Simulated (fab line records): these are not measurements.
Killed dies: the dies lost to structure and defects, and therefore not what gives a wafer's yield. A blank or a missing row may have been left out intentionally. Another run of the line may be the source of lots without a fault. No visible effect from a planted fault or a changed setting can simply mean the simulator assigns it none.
Which tool was responsible? ; flow sfq line ; route of 325 steps, sampled at 1 step: 15 lots, 42 wafers

== WHAT THE GAUGES READ, wafer by wafer ==
The record lacks any reading of a measuring or inspecting step that a usual standard deviation could be used to judge.

== TOOL THAT RAN EACH LOT (tool first, then ch and the chambers of the sampled wafers, then the start) ==
lot;SFQ_TRILAYER_R5_ETCH_METAL_ETCH_139
L845;rie metal-03 ch 0,1, day 59 07:32
L846;rie metal-03 ch 0,1, day 59 09:56
L848;rie metal-04 ch 0,1, day 60 09:26
L849;rie metal-04 ch 0,1, day 60 14:13
L850;rie metal-04 ch 0,1, day 60 16:38
L852;rie metal-04 ch 0,1, day 60 20:13
L854;rie metal-04 ch 0, day 61 04:44
L857;rie metal-04 ch 0,1, day 67 17:50
L858;rie metal-03 ch 0,1, day 68 03:52
L861;rie metal-03 ch 0,1, day 68 08:39
L863;rie metal-02 ch 0,1, day 68 15:51
L864;rie metal-04 ch 0,1, day 68 17:03
L866;rie metal-04 ch 0,1, day 70 11:04
L867;rie metal-04 ch 0,1, day 70 13:28
L868;rie metal-03 ch 0,1, day 70 22:42
- SFQ_TRILAYER_R5_ETCH_METAL_ETCH_139: etches the open film in Cl2, stops on SiO2, target depth 60 nm, time 40 s.

== AS READ BY THE TOOLS THEMSELVES (means over the sampled wafers that have a number; for cases with no such wafer, the mark the record gives instead) ==
SFQ_TRILAYER_R5_ETCH_METAL_ETCH_139. Usual: bias w 79.95 W, standard deviation 0.23; drypump motor current A 5.5 A, standard deviation 0.56; oes product au 0.992 a.u., standard deviation 0.0052; run length s 68.4 s, standard deviation 0.32.
lot;tool;bias w (W);drypump motor current A (A);oes product au (a.u.);run length s (s);flag
L845;rie metal-03;79.92;5.3;0.994;68.7;
L846;rie metal-03;80.02;5.3;0.990;68.4;
L848;rie metal-04;79.99;5.1;0.991;68.4;
L849;rie metal-04;79.87;5.1;0.991;68.5;
L850;rie metal-04;80.12;5.2;0.940;73.6;OFF
L852;rie metal-04;79.96;5.2;0.941;73.2;OFF
L854;rie metal-04;79.94;5.2;0.931;73.1;OFF
L857;rie metal-04;80.02;5.1;0.993;68.7;
L858;rie metal-03;80.05;5.7;0.994;68.5;
L861;rie metal-03;79.86;5.3;0.992;68.7;
L863;rie metal-02;80.06;5.9;0.991;67.7;
L864;rie metal-04;80.18;5.1;0.993;68.3;
L866;rie metal-04;79.74;5.1;0.990;68.7;
L867;rie metal-04;79.76;5.1;0.995;68.4;
L868;rie metal-03;80.14;5.7;0.990;68.7;

== THE ANSWER, worked out from the rows above alone ==
Rule: a lot is off if the mean of its wafers that have a number lies more than 3 standard deviations from the usual mean. Also off: a lot with no number at a reading for which 4 or more lots have one. The other lots that the step has rows for count as sound. First the gauges in route order, then the tools' own readings, where a lot's mean is used as printed above. At the first step where some lot is off, the reading lying furthest off is the one used; lots without a number count as furthest.
Off: L850, L852, L854, at SFQ_TRILAYER_R5_ETCH_METAL_ETCH_139 (run length s).
If a tool, at that step or one of the process steps before it, ran each lot that is off and ran no sound lot following the first of them, it fits. None of those tried fits.

== WHAT THE SIMULATOR HAD INSERTED ==
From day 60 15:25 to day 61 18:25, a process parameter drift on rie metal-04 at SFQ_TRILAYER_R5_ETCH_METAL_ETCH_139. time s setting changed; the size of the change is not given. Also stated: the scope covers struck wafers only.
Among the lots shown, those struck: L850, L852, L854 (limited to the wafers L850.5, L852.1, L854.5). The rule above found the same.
